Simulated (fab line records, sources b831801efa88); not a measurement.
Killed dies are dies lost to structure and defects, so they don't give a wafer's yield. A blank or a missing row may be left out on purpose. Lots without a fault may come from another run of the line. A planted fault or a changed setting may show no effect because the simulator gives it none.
One fault seen from 2 desks | flow gf180mcu | each desk has only its own numbers; what lay behind them comes last
Where a reading is given only as a bound, like >300, the bound stands for it, and a mean or a difference that rests on one is marked > or <: the true number lies beyond.

THE METROLOGY DESK
What the gauges read, lot by lot, whatever tool the lot ran on: means of the sampled wafers that have a number. A lot is out of limits, marked OUT, if its mean lies more than 4 standard deviations from the usual mean; the brackets give that distance.
Columns: A = CONTACT_W_RS at GF_CONTACT_RS_MEAS_25, usual 0.382 ohm/sq; B = CONTACT_W_THK at GF_CONTACT_THK_MEAS_26, usual 302 nm
lot  | first seen here | A                        | B
L964 | day 16 08:57    | 0.375                    | 306
L965 | day 16 16:25    | 0.381                    | 305
L966 | day 17 05:56    | 0.380                    | 298
L967 | day 17 06:20    | 0.381                    | 307
L969 | day 18 04:43    | 43.628 (+99 or more) OUT | <0 (<-72) OUT
L970 | day 18 09:11    | 43.710 (+99 or more) OUT | <0 (<-72) OUT
L971 | day 18 21:25    | 0.381                    | 299
L980 | day 22 02:34    | 0.387                    | 298
L984 | day 23 08:40    | 0.382                    | 303
L985 | day 23 16:30    | 0.388                    | 297
L986 | day 23 17:43    | 0.388                    | 296
L987 | day 24 00:17    | 0.379                    | 308
This desk's finding: out of limits on L969, L970; first on L969, day 18 04:43 (CONTACT_W_RS at GF_CONTACT_RS_MEAS_25). In limits: L964, L965, L966, L967, L971, L980, L984, L985, L986, L987.

THE TOOL OWNER'S DESK: cvd_w-01
The tool's own readings at GF_CONTACT_CVD_24 (deposits W, target thk 300 nm, time 90.339 s): means of the sampled wafers that have a number, for each lot that ran on this tool. A lot is out of limits, marked OUT, if its mean lies more than 4 standard deviations from the usual mean; the brackets give that distance.
Columns: A = chamber_pressure_Torr at GF_CONTACT_CVD_24, usual 40.02 Torr; B = heater_power_outer_w at GF_CONTACT_CVD_24, usual 555 W; C = heater_power_w at GF_CONTACT_CVD_24, usual 886 W
lot  | first seen here | A     | B   | C
L980 | day 22 02:28    | 40.07 | 535 | 859
L984 | day 23 08:31    | 40.07 | 507 | 802
L985 | day 23 16:21    | 39.97 | 536 | 858
L986 | day 23 17:37    | 39.94 | 576 | 912
L987 | day 24 00:11    | 39.94 | 549 | 859
This desk's finding: nothing out of limits on any of the 5 lots.

PUT TOGETHER
The metrology desk could have raised an alarm at day 18 04:43, on L969, L970.
The tool owner's desk saw nothing out of limits.
The tool owner's desk has no number on record for L969, L970.
Of the lots named, all ran GF_CONTACT_CVD_24 on cvd_w-01.

WHAT THE SIMULATOR HAD PUT IN
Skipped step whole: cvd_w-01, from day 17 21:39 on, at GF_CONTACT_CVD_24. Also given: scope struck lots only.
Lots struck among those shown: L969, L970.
Hours from the fault's start to each desk's first reading out of limits: the metrology desk, 7.
